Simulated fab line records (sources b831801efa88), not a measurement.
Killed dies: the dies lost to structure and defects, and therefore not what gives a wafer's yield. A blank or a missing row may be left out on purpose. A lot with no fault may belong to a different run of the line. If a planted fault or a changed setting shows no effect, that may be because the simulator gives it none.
8D (eight disciplines) problem report, filled in by code + flow gf180mcu + the parts of the form that need people (team, actions taken, sign-off) are left out

== 1. WHAT WENT WRONG ==
At GF_DNWELL_STRIP_08, strip_time_to_endpoint_s averages 38.19 s over 2 wafers from 2 lots, while fault-free wafers read 36.94 s, standard deviation 0.12. Relative to the usual mean, that is a shift of +10 standard deviations.
The step: strips in O2/N2.
The first sign was on wafer L956.3 at day 5 20:56, on plasma_asher-02. The record holds 39 wafers of 13 lots with a number at this step. The rule behind "out" and "out of limits": a value lying over 4 standard deviations away from the usual mean. Any other wafer with a number is counted as sound.

== 2. WHAT IT IS AND WHAT IT IS NOT ==
| question                    | is                               | is not                                                                          |
|-----------------------------|----------------------------------|---------------------------------------------------------------------------------|
| which readings at this step | strip_time_to_endpoint_s         | drypump_motor_current_A, heater_power_w, oes_product_au                         |
| which lots                  | L956, L962                       | L942, L947, L948, L949, L951, L952, L953, L954, L955, L960, L961                |
| which wafers of those lots  | L956.3, L962.6                   | L956.4, L956.5, L962.2, L962.5                                                  |
| read on which tools         | plasma_asher-02, plasma_asher-03 | plasma_asher-01                                                                 |
| when                        | from day 5 20:56                 | up to then (29 sound wafers); but 8 sound wafers of L960, L961, L962 came after |

== 3. WHAT RULES OUT EACH SUSPECT ==
Counting: if a tool at a process step up to the reading ran every lot that is out, it stays a suspect. Sound lots after the first of them don't rule it out here, since some wafers of a struck lot are sound.
- plasma_asher-04 at GF_STI_STRIP_15 (strips in O2/N2): kept. Every lot that is out went through it, the first being L956 (day 5 01:59); the last sound lot it ran before that was L955 (day 4 20:29).
- litho_track-04 at GF_DNWELL_COAT_02 (resist thk 3000 nm): kept. Every lot that is out went through it, the first being L956 (day 5 13:35); the last sound lot it ran before that was L954 (day 5 04:13).
The count leaves litho_track-04 at GF_DNWELL_COAT_02 and plasma_asher-04 at GF_STI_STRIP_15.

== 4. THE CAUSE (what the simulator had put in) ==
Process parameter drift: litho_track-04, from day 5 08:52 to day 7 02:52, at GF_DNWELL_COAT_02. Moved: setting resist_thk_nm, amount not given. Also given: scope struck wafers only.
This tool is one of the 2 suspects left after counting.

== 5. SEQUENCE OF EFFECTS, ordered by route ==
Each row: a reading whose mean over the struck wafers that have a number lies more than 3 standard deviations from the usual. Only readings for which the record gives a usual standard deviation are gone through. hours: the time from each lot's start at the first step in this table that gives one to its start at this step, as a median over the lots. sigmas: the change in usual standard deviations.
| hours | step               | reading                  | usual   | on struck wafers | change | sigmas |
|-------|--------------------|--------------------------|---------|------------------|--------|--------|
| 0     | GF_DNWELL_STRIP_08 | strip_time_to_endpoint_s | 36.94 s | 38.19            | +1.25  | +10    |
The process steps in it:
- GF_DNWELL_STRIP_08: strips in O2/N2.
At these later measuring or inspecting steps, every struck wafer for which the step has a row has a number for every such reading, and none has moved that far: GF_MVSD_OVL_MEAS_07.

== 6. WHAT WOULD HAVE CAUGHT IT SOONER ==
The fault began at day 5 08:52; the first out-of-limits reading in this record came at day 5 20:56, 12 hours later.
Tool readings at GF_DNWELL_COAT_02 with a usual standard deviation given in the record: none out on any struck wafer, hence no alarm at a limit of 4 standard deviations on them.
L962, from the lots that are out (2), started GF_DNWELL_COAT_02 on litho_track-04 later than day 5 20:56. Had the tool been put on hold then, it would have been spared.
